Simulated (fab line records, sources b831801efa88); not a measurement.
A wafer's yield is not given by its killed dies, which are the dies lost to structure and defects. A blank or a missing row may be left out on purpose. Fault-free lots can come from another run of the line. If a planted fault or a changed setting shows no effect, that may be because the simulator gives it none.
fab line records	flow sky130
record: lots: 6	wafers: 18	last_day: 50
route steps=708 shown VT_ADJUST_HVTR@139 VT_ADJUST_PCH@143 PAD_OPEN@708
lots with no fault: from the same line, run without faults
start_h: hours from the record's first day to the start of the lot's first wafer shown	wait_h: hours since the lot's step before	" unchanged from the row above	L1.1+2: one row covering several wafers at once	- value missing, or start not given	* or withheld: withheld	< > ~ a bound
route shown NAME@n: a module of which the file shows steps, and the number in the route of the first	usual: mean/standard deviation of fault-free wafers	same: alike in all rows	chamber/n: place in a boat	sites: per-site readings	_std_site: standard deviation across them	_edge_site: mean of outer sites minus mean of inner sites	radius_mm: for every site, how far away it sits from the centre of the wafer	mask NAME#n: copy n	behind: the most recent tool/chamber to have shaped the wafer	hold: what put the lot on hold/how long, in hours/how the hold closed	device: the transistor (n, p or np) that didn't switch	end of line: tests of these same wafers at the route's end	step lacking rows: just its recipe	killed: dies that structure and defects cost at the first sort, which is not the same as the wafer's yield	map: the dies of a wafer, with x for killed, . for not killed, _ for no die there
set.NAME: the setting that was run; set.NAME@STEP: the one run at that earlier step	model.NAME: the simulator's own value behind a step, which no gauge read
lots at some steps of the route; a table a step, a row a wafer
services: a tool's chamber out of use, with start hour (start_h, from the record's first day; less than 0 if before it), hours out, and reason
== steps ==
step: SKY_VT_ADJUST_HVTR_OVL_MEAS_08
usual: VT_ADJUST_HVTR_OVL: 0.1/1.1
lot.wafer	tool	chamber	start_h	wait_h	VT_ADJUST_HVTR_OVL[nm]
L550.1	overlay-02	-	249.36	0.1	2.1
L550.5	"	-	"	"	1.1
L550.6	"	-	"	"	1.4
L562.3	overlay-02	-	327.14	0.1	-0.9
L562.4	"	-	"	"	0.4
L562.6	"	-	"	"	-0.3
L564.2	overlay-01	-	342.51	0.1	-0.6
L564.4	"	-	"	"	1.2
L564.6	"	-	"	"	-2.4
L565.2	overlay-01	-	345.01	0.1	-0.7
L565.4	"	-	"	"	0.6
L565.5	"	-	"	"	-2.2
L566.1	overlay-01	-	358.45	0.1	0.4
L566.2	"	-	"	"	-0.6
L566.3	"	-	"	"	-0.3
L568.1	overlay-01	-	362.78	0.1	-0.5
L568.4	"	-	"	"	0.8
L568.6	"	-	"	"	0.3
step: SKY_VT_ADJUST_HVTR_IMPLANT_09
recipe: species: B	energy_kev: 10	dose_cm2: 2.1e+12	tilt_deg: withheld
step: SKY_VT_ADJUST_HVTR_STRIP_10
recipe: chemistry: O2/N2	power_w: 1400	pressure_mtorr: 1500	platen_temp_c: withheld	o2_flow_sccm: 3000	n2_flow_sccm: 300	overash_fraction: 0.5
usual: drypump_motor_current_A: 5.45/0.19	oes_product_au: 0.715/0.0045	strip_time_to_endpoint_s: 14.18/0.04
lot.wafer	tool	chamber	start_h	wait_h	drypump_motor_current_A	oes_product_au	rf_hours_counter_h	strip_time_to_endpoint_s
L550.1	plasma_asher-04	1	249.54	0.1	5.79	0.719	44	14.13
L550.5	"	1	"	"	5.80	0.725	-	14.16
L550.6	"	0	"	"	5.41	0.714	-	14.16
L562.3	plasma_asher-01	1	327.35	0.1	5.34	0.709	-	14.17
L562.4	"	0	"	"	5.34	0.720	-	14.21
L562.6	"	1	"	"	5.31	0.719	-	14.16
L564.2	plasma_asher-03	0	342.69	0.1	5.28	0.718	64	14.15
L564.4	"	0	"	"	5.25	0.709	-	14.18
L564.6	"	1	"	"	5.39	0.713	-	14.15
L565.2	plasma_asher-03	0	345.19	0.1	5.30	0.718	64	14.17
L565.4	"	0	"	"	5.26	0.717	-	14.21
L565.5	"	0	"	"	5.26	0.723	-	14.17
L566.1	plasma_asher-04	0	358.64	0.1	5.43	0.714	54	14.16
L566.2	"	1	"	"	5.81	0.711	54	14.18
L566.3	"	0	"	"	5.40	0.721	-	14.12
L568.1	plasma_asher-03	0	362.97	0.1	5.24	0.713	66	14.13
L568.4	"	0	"	"	5.23	0.724	-	14.13
L568.6	"	0	"	"	5.27	0.718	-	14.19
step: SKY_VT_ADJUST_HVTR_TW_MEAS_11
usual: VT_ADJUST_HVTR_TW: 208.5/1.2
lot.wafer	tool	chamber	start_h	wait_h	VT_ADJUST_HVTR_TW
L550.1	film_metro-03	-	249.64	0.1	208.7
L550.5	"	-	"	"	208.7
L550.6	"	-	"	"	206.4
L562.3	film_metro-01	-	327.44	0.1	210.6
L562.4	"	-	"	"	208.7
L562.6	"	-	"	"	209.6
L564.2	film_metro-01	-	342.80	0.1	207.6
L564.4	"	-	"	"	207.5
L564.6	"	-	"	"	207.9
L565.2	film_metro-01	-	345.30	0.1	207.1
L565.4	"	-	"	"	206.6
L565.5	"	-	"	"	208.9
L566.1	film_metro-01	-	358.74	0.1	208.2
L566.2	"	-	"	"	208.8
L566.3	"	-	"	"	207.7
L568.1	film_metro-03	-	363.07	0.1	208.9
L568.4	"	-	"	"	208.9
L568.6	"	-	"	"	208.4
step: SKY_VT_ADJUST_PCH_DEHYDRATE_00
recipe: temp_c: 200	time_s: 60
step: SKY_VT_ADJUST_PCH_HMDS_01
recipe: prime_time_s: 60	prime_temp_c: 120
step: SKY_VT_ADJUST_PCH_COAT_02
recipe: spin_rpm: 2000	resist_thk_nm: 3000
step: SKY_VT_ADJUST_PCH_SOFTBAKE_03
recipe: temp_c: 110	time_s: withheld
step: SKY_VT_ADJUST_PCH_EXPOSE_04
recipe: mask_id: NWM	na: 0.6	source_shape: conventional	sigma_outer: 0.6	polarization: unpolarized	target_cd_nm: 840	dose_mj: 255
step: SKY_VT_ADJUST_PCH_PEB_05
recipe: temp_c: 115	time_s: withheld
step: SKY_VT_ADJUST_PCH_DEVELOP_06
recipe: wall_angle_deg: 90	developer: TMAH	develop_time_s: 60	dev_temp_c: 23
step: SKY_VT_ADJUST_PCH_OVL_MEAS_07
usual: VT_ADJUST_PCH_OVL: -0.7/1.5
lot.wafer	tool	chamber	start_h	wait_h	VT_ADJUST_PCH_OVL[nm]
L550.1	overlay-01	-	273.63	-	-1.0
L550.5	"	-	"	"	-0.2
L550.6	"	-	"	"	0.8
L562.3	overlay-01	-	354.68	-	0.1
L562.4	"	-	"	"	-1.3
L562.6	"	-	"	"	-0.7
L564.2	overlay-01	-	370.29	-	-1.7
L564.4	"	-	"	"	-2.2
L564.6	"	-	"	"	-1.5
L565.2	overlay-01	-	372.47	-	-2.0
L565.4	"	-	"	"	-0.3
L565.5	"	-	"	"	-0.7
L566.1	overlay-01	-	386.03	-	-3.5
L566.2	"	-	"	"	-4.7
L566.3	"	-	"	"	-3.8
L568.1	overlay-01	-	389.18	-	-3.0
L568.4	"	-	"	"	-2.2
L568.6	"	-	"	"	-3.0
step: SKY_VT_ADJUST_PCH_IMPLANT_08
recipe: species: B	energy_kev: 10	dose_cm2: 5e+11	tilt_deg: withheld
usual: beam_energy_keV: 10.000/0.0032	dose_ions_cm2: 5e+11/5.4e+08	faraday_current_uA: 2.82/0.052
lot.wafer	tool	chamber	start_h	wait_h	beam_energy_keV	dose_ions_cm2	faraday_current_uA
L550.1	implanter-04	0	273.67	0.0	10.003	4.991e+11	2.87
L550.5	"	0	"	"	10.000	4.997e+11	2.86
L550.6	"	0	"	"	9.999	4.99e+11	2.89
L562.3	implanter-03	0	354.75	0.1	10.001	5.004e+11	2.82
L562.4	"	0	"	"	10.002	5.011e+11	2.87
L562.6	"	0	"	"	10.000	5.002e+11	2.90
L564.2	implanter-04	0	370.35	0.0	9.998	5e+11	2.78
L564.4	"	0	"	"	9.998	4.994e+11	2.81
L564.6	"	0	"	"	9.996	4.998e+11	2.93
L565.2	implanter-03	0	372.53	0.0	10.002	2.178e+11	1.28
L565.4	"	0	"	"	10.002	2.167e+11	1.24
L565.5	"	0	"	"	10.001	2.166e+11	1.19
L566.1	implanter-03	0	386.07	0.0	10.006	2.181e+11	1.24
L566.2	"	0	"	"	10.004	2.175e+11	1.19
L566.3	"	0	"	"	10.006	2.175e+11	1.21
L568.1	implanter-04	0	389.22	0.0	10.000	5.003e+11	2.80
L568.4	"	0	"	"	9.997	5.002e+11	2.86
L568.6	"	0	"	"	10.001	4.997e+11	2.77
step: SKY_VT_ADJUST_PCH_STRIP_09
recipe: chemistry: O2/N2	power_w: 1400	pressure_mtorr: 1500	platen_temp_c: withheld	o2_flow_sccm: 3000	n2_flow_sccm: 300	overash_fraction: 0.5
usual: drypump_motor_current_A: 5.7/0.38	oes_product_au: 0.722/0.0045	strip_time_to_endpoint_s: 37.00/0.1
lot.wafer	tool	chamber	start_h	wait_h	drypump_motor_current_A	oes_product_au	rf_hours_counter_h	strip_time_to_endpoint_s
L550.1	plasma_asher-01	1	273.82	0.1	5.3	0.726	16	36.92
L550.5	"	1	"	"	5.3	0.720	-	36.80
L550.6	"	0	"	"	5.4	0.718	-	36.89
L562.3	plasma_asher-01	0	354.88	0.1	5.3	0.724	-	36.90
L562.4	"	1	"	"	5.3	0.726	-	36.86
L562.6	"	1	"	"	5.3	0.719	-	36.85
L564.2	plasma_asher-04	1	370.47	0.1	5.8	0.724	55	37.05
L564.4	"	1	"	"	5.8	0.722	-	37.07
L564.6	"	1	"	"	5.8	0.726	-	37.08
L565.2	plasma_asher-02	0	372.65	0.1	6.4	0.715	67	36.93
L565.4	"	0	"	"	6.4	0.715	-	36.96
L565.5	"	0	"	"	6.4	0.729	-	36.98
L566.1	plasma_asher-04	0	386.22	0.1	5.4	0.729	57	36.76
L566.2	"	1	"	"	5.8	0.718	57	36.80
L566.3	"	0	"	"	5.4	0.729	-	36.79
L568.1	plasma_asher-04	0	389.37	0.1	5.4	0.724	57	37.14
L568.4	"	1	"	"	5.8	0.728	-	37.15
L568.6	"	0	"	"	5.4	0.720	-	37.23
step: SKY_VT_ADJUST_PCH_TW_MEAS_10
usual: VT_ADJUST_PCH_TW: 141.2/1.3
lot.wafer	tool	chamber	start_h	wait_h	hold	VT_ADJUST_PCH_TW
L550.1	film_metro-02	-	273.92	0.1	-	140.1
L550.5	"	-	"	"	-	140.8
L550.6	"	-	"	"	-	140.3
L562.3	film_metro-04	-	354.97	0.1	-	143.5
L562.4	"	-	"	"	-	143.6
L562.6	"	-	"	"	-	143.4
L564.2	film_metro-01	-	370.58	0.1	-	141.5
L564.4	"	-	"	"	-	141.5
L564.6	"	-	"	"	-	140.9
L565.2	film_metro-04	-	372.76	0.1	await_dispo/0.2h/release	116.3
L565.4	"	-	"	"	await_dispo/0.2h/release	115.7
L565.5	"	-	"	"	await_dispo/0.2h/release	115.8
L565.2	film_metro-04	-	372.99	0.2	-	115.3
L565.4	"	-	"	"	-	116.1
L565.5	"	-	"	"	-	115.5
L566.1	film_metro-01	-	386.32	0.1	await_dispo/0.2h/release	114.5
L566.2	"	-	"	"	await_dispo/0.2h/release	114.4
L566.3	"	-	"	"	await_dispo/0.2h/release	113.6
L566.1	film_metro-01	-	388.00	1.7	-	114.4
L566.2	"	-	"	"	-	114.3
L566.3	"	-	"	"	-	114.4
L568.1	film_metro-02	-	389.47	0.1	-	139.9
L568.4	"	-	"	"	-	140.1
L568.6	"	-	"	"	-	140.3
step: SKY_PAD_OPEN_PROBE_99
usual: killed_at_M0_to_M3: 43/7.4	killed_at_M4_up: 3.3/2	killed_at_contacts: 24/5.4	killed_at_front_end: 16/4.2	killed_at_other: 0.3/0.61	killed_dies: 87/9.4	killed_open: 47/7.3	killed_short: 40/6.7
same: gross_dies: 492	killed_at_back_side: 0
lot.wafer	tool	chamber	start_h	wait_h	killed_at_M0_to_M3	killed_at_M4_up	killed_at_contacts	killed_at_front_end	killed_at_other	killed_dies	killed_open	killed_short	model.etest.nfet_16v.r_on_ohm_um	model.etest.pfet_g5v0d10v5.r_on_ohm_um	model.etest.pfet_g5v0d10v5.drive_ua_um	model.etest.pfet_01v8_lvt.drive_ua_um	model.etest.pfet_16v.drive_ua_um	model.etest.pfet_01v8_lvt.off_log10_a_um	model.etest.pfet_g5v0d10v5.off_log10_a_um	model.etest.ring_5v.delay_ps
L550.1	prober-02	-	1113.83	0.1	33	4	27	16	0	80	35	44	1.439e+04	4751	343.8	177.8	251.9	-8.757	-12.25	44.34
L550.5	prober-02	-	1114.03	0.2	46	2	33	13	0	94	55	39	1.437e+04	4744	345.4	177.5	250	-8.643	-11.87	43.52
L550.6	prober-02	-	1114.08	0.2	32	5	24	23	0	84	44	40	1.44e+04	4670	350.7	179.9	251.5	-8.658	-11.83	43.75
L562.3	prober-02	-	1175.42	0.2	42	3	27	16	0	88	38	50	1.417e+04	4696	344.8	174.4	245.8	-8.692	-12.25	44.9
L562.4	prober-02	-	1175.47	0.2	34	4	33	18	0	89	48	41	1.413e+04	4729	343.2	174.2	248.4	-8.832	-12.54	44.83
L562.6	prober-02	-	1175.57	0.2	49	5	24	13	0	91	49	42	1.414e+04	4703	347.4	173.2	247.8	-8.809	-12.26	44.46
L564.2	prober-01	-	1183.60	0.1	59	1	32	12	1	105	59	46	1.381e+04	4704	345.7	176.7	249.2	-8.853	-12.47	44.85
L564.4	prober-01	-	1183.70	0.2	41	3	18	23	0	85	43	42	1.37e+04	4642	352.2	173.9	249.5	-8.924	-12.6	44.2
L564.6	prober-01	-	1183.80	0.2	58	12	21	18	0	109	56	53	1.4e+04	4778	341.5	174.1	244.7	-9.034	-12.65	44.63
L565.2	prober-02	-	1187.38	0.1	28	4	30	9	0	71	44	27	1.381e+04	4957	325.5	168.7	237.2	-9.823	-13.69	45.57
L565.4	prober-02	-	1187.48	0.2	38	2	25	16	0	81	43	38	1.39e+04	4985	324.9	169.7	236.1	-9.727	-13.49	45.33
L565.5	prober-02	-	1187.53	0.2	40	3	23	12	1	79	43	36	1.372e+04	4975	324.4	169	236.2	-9.762	-13.5	45.64
L566.1	prober-01	-	1192.03	0.1	47	1	19	23	0	90	56	34	1.377e+04	4916	328.1	165.5	235.3	-9.844	-13.38	44.79
L566.2	prober-01	-	1192.08	0.1	41	5	23	17	0	86	49	37	1.387e+04	4980	323.2	165.8	233.4	-9.903	-13.55	45.03
L566.3	prober-01	-	1192.13	0.2	39	4	19	8	0	70	45	25	1.378e+04	4892	330.1	165.3	234	-9.903	-13.57	45.38
L568.1	prober-02	-	1193.02	0.1	26	1	22	27	0	76	36	39	1.393e+04	4702	348.1	174.3	248.3	-8.708	-12.25	44.64
L568.4	prober-02	-	1193.17	0.2	54	3	18	19	1	95	50	45	1.386e+04	4720	347.6	172.1	253.7	-8.744	-12.4	44.55
L568.6	prober-02	-	1193.27	0.2	32	3	22	16	1	74	32	42	1.404e+04	4784	341.2	172	247.3	-8.813	-12.44	45.01
killed by level:class
L550.1 VIA1:geometric_particle:open=9 METAL2:geometric_particle:short=9 LI_CONTACT:geometric_particle:open=6 CONTACT:geometric_particle:open=6 LI_CONTACT:geometric_particle:short=5 CONTACT:geometric_particle:short=5 METAL3:geometric_particle:short=5 FIELD_ISO:geometric_particle:open=4
L550.5 LI_CONTACT:geometric_particle:open=13 CONTACT:geometric_particle:open=12 VIA3:geometric_particle:open=8 VIA1:geometric_particle:open=8 VIA2:geometric_particle:open=8 METAL1:geometric_particle:short=6 VIA1:geometric_particle:short=6 METAL2:geometric_particle:short=5
L550.6 VIA1:geometric_particle:open=6 CONTACT:geometric_particle:open=6 FIELD_ISO:geometric_particle:open=5 POLY_GATE:geometric_particle:open=5 LI_CONTACT:geometric_particle:open=5 CONTACT:geometric_particle:short=5 METAL1:geometric_particle:short=5 VIA1:geometric_particle:short=5
L562.3 METAL2:geometric_particle:short=14 VIA1:geometric_particle:open=12 CONTACT:geometric_particle:short=8 LI_CONTACT:geometric_particle:open=7 CONTACT:geometric_particle:open=7 VIA1:geometric_particle:short=6 METAL1:geometric_particle:short=4 FIELD_ISO:geometric_particle:short=3
L562.4 LI_CONTACT:geometric_particle:open=12 VIA1:geometric_particle:open=9 CONTACT:geometric_particle:short=8 CONTACT:geometric_particle:open=7 METAL2:geometric_particle:short=7 FIELD_ISO:geometric_particle:short=6 FIELD_ISO:geometric_particle:open=6 VIA2:geometric_particle:open=6
L562.6 CONTACT:geometric_particle:open=11 VIA1:geometric_particle:open=10 VIA2:geometric_particle:open=8 METAL2:geometric_particle:short=7 CONTACT:geometric_particle:short=6 VIA1:geometric_particle:short=6 METAL1:geometric_particle:short=5 FIELD_ISO:geometric_particle:short=4
L564.2 VIA1:geometric_particle:open=16 CONTACT:geometric_particle:open=14 LI_CONTACT:geometric_particle:open=8 METAL1:geometric_particle:short=8 VIA2:geometric_particle:open=8 VIA2:geometric_particle:short=7 VIA3:geometric_particle:open=6 VIA1:geometric_particle:short=6
L564.4 VIA1:geometric_particle:open=11 FIELD_ISO:geometric_particle:open=6 FIELD_ISO:geometric_particle:short=6 CONTACT:geometric_particle:short=6 METAL1:geometric_particle:short=6 VIA3:geometric_particle:open=6 METAL2:geometric_particle:open=5 LI_CONTACT:geometric_particle:open=4
L564.6 VIA1:geometric_particle:open=13 METAL4:geometric_particle:short=10 METAL2:geometric_particle:short=9 FIELD_ISO:geometric_particle:open=8 METAL1:geometric_particle:short=8 VIA2:geometric_particle:open=7 CONTACT:geometric_particle:short=7 CONTACT:geometric_particle:open=7
L565.2 CONTACT:geometric_particle:open=13 VIA2:geometric_particle:open=10 VIA1:geometric_particle:open=6 LI_CONTACT:geometric_particle:short=6 LI_CONTACT:geometric_particle:open=6 VIA3:geometric_particle:open=4 FIELD_ISO:geometric_particle:short=3 VIA1:geometric_particle:short=3
L565.4 CONTACT:geometric_particle:open=10 VIA3:geometric_particle:open=8 POLY_GATE:geometric_particle:open=6 CONTACT:geometric_particle:short=6 VIA1:geometric_particle:open=6 METAL2:geometric_particle:short=6 VIA3:geometric_particle:short=6 LI_CONTACT:geometric_particle:open=4
L565.5 VIA1:geometric_particle:open=10 VIA2:geometric_particle:open=10 LOCAL_INTERCONNECT:geometric_particle:short=8 CONTACT:geometric_particle:open=8 FIELD_ISO:geometric_particle:short=4 VIA2:geometric_particle:short=4 VIA3:geometric_particle:open=4 SONOS_ONO:geometric_particle:short=3
L566.1 VIA1:geometric_particle:open=15 VIA2:geometric_particle:open=8 CONTACT:geometric_particle:open=7 FIELD_ISO:geometric_particle:short=6 POLY_GATE:geometric_particle:open=6 VIA1:geometric_particle:short=6 FIELD_ISO:geometric_particle:open=5 LI_CONTACT:geometric_particle:open=5
L566.2 VIA1:geometric_particle:open=8 VIA2:geometric_particle:open=7 CONTACT:geometric_particle:open=6 CONTACT:geometric_particle:short=6 METAL2:geometric_particle:short=6 POLY_GATE:geometric_particle:short=5 POLY_GATE:geometric_particle:open=5 LOCAL_INTERCONNECT:geometric_particle:short=5
L566.3 VIA2:geometric_particle:open=10 CONTACT:geometric_particle:open=8 VIA1:geometric_particle:open=8 VIA3:geometric_particle:open=5 LI_CONTACT:geometric_particle:open=5 CONTACT:geometric_particle:short=4 VIA1:geometric_particle:short=3 METAL2:geometric_particle:open=3
L568.1 FIELD_ISO:geometric_particle:short=9 CONTACT:geometric_particle:open=8 POLY_GATE:geometric_particle:open=6 LI_CONTACT:geometric_particle:open=5 LOCAL_INTERCONNECT:geometric_particle:short=4 CONTACT:geometric_particle:short=4 VIA1:geometric_particle:short=4 POLY_GATE:geometric_particle:short=3
L568.4 VIA1:geometric_particle:open=12 VIA3:geometric_particle:open=8 METAL1:geometric_particle:short=7 FIELD_ISO:geometric_particle:short=6 CONTACT:geometric_particle:open=6 METAL3:geometric_particle:short=6 METAL1:geometric_particle:open=5 POLY_GATE:geometric_particle:open=4
L568.6 LI_CONTACT:geometric_particle:open=8 FIELD_ISO:geometric_particle:short=6 VIA1:geometric_particle:open=6 VIA2:geometric_particle:short=6 METAL2:geometric_particle:short=5 LOCAL_INTERCONNECT:geometric_particle:short=5 LI_CONTACT:geometric_particle:short=4 CONTACT:geometric_particle:open=4
== services ==
tool	chamber	start_h	hours	kind
plasma_asher-04	-	242.65	4.0	pm
implanter-03	-	283.46	12.4	pm
implanter-04	-	294.35	4.1	repair
plasma_asher-04	-	341.74	3.7	repair
plasma_asher-02	-	357.80	4.2	repair
== key ==
first_sign: step: SKY_VT_ADJUST_PCH_IMPLANT_08	reading: dose_ions_cm2	direction: down	sigmas: 99+	usual: *	struck: *
effect: step: SKY_VT_ADJUST_PCH_IMPLANT_08	reading: faraday_current_uA	direction: down	sigmas: 31	usual: 2.82	struck: 1.23
effect: step: SKY_VT_ADJUST_PCH_TW_MEAS_10	reading: visit	direction: added
effect: step: SKY_VT_ADJUST_PCH_TW_MEAS_10	reading: VT_ADJUST_PCH_TW	direction: down	sigmas: 21	usual: 141.2	struck: 115.1
model_effect: step: SKY_PAD_OPEN_PROBE_99	value: etest.nfet_16v.r_on_ohm_um	without: 1.415e+04	struck: 1.381e+04
met_at SKY_VT_ADJUST_PCH_IMPLANT_08
struck_wafers L565.2,L565.4,L565.5,L566.1,L566.2,L566.3
tester_left_out L565,L566
onset_between 354.75 372.53
fault: kind: process_parameter_drift	tool: implanter-03	chamber: -	onset_h: 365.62	steps: SKY_VT_ADJUST_PCH_IMPLANT_08	channel: dose_cm2	offset: *	shape: step	end_h: 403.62	acts_in: *	stated: *
tester_left_out: of these lots the tester's yield and bins aren't shown, on N5 and GAA mostly nor the transistor test; their killed dies are dies lost to structure and defects alone, not to doping, threshold or leakage, so they don't give the yield
